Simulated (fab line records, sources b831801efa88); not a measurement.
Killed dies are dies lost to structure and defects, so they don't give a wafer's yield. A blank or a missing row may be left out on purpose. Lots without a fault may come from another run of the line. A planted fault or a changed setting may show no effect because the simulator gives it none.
Which tool did it? | flow sky130 | 6 lots, 18 wafers sampled, at 1 step of a route of 708

WHAT THE GAUGES READ, wafer by wafer
SKY_SONOS_ONO_THK_MEAS_05.
lot  | measured     | on            | SONOS_ONO_CVD_04_THK (nm)
L353 | day 12 04:57 | film_metro-01 | 5.76 5.77 5.81
L356 | day 13 10:01 | film_metro-01 | 5.64 5.54 5.64
L358 | day 14 05:43 | film_metro-03 | 5.88 5.86 5.93
L360 | day 14 20:05 | film_metro-03 | 5.74 5.73 5.65
L365 | day 16 09:20 | film_metro-01 | 5.61 5.73 5.49
L371 | day 18 10:40 | film_metro-02 | 6.19 6.14 6.15

WHICH TOOL RAN EACH LOT (tool, then ch and the chambers of the sampled wafers, then the start)
The record holds no process step before these readings.

THE ANSWER, worked out from the rows above alone
Rule: what is usual is taken from the lots themselves. Put in order of their means at a reading, lots are off if they are a third of the lots or fewer, leave a main group of 4 or more, and stand apart from it by a gap of 3 or more times the standard deviation of the main group's means; of several such gaps the widest counts. A main group whose means are all the same, to the digits that the tables above print for the reading, isn't used. A lot without any number at a reading at which 4 lots or more have one is off too. The other lots that the step has rows for count as sound.
No lot is off at any reading shown: from this, nothing can be told.

WHAT THE SIMULATOR HAD PUT IN
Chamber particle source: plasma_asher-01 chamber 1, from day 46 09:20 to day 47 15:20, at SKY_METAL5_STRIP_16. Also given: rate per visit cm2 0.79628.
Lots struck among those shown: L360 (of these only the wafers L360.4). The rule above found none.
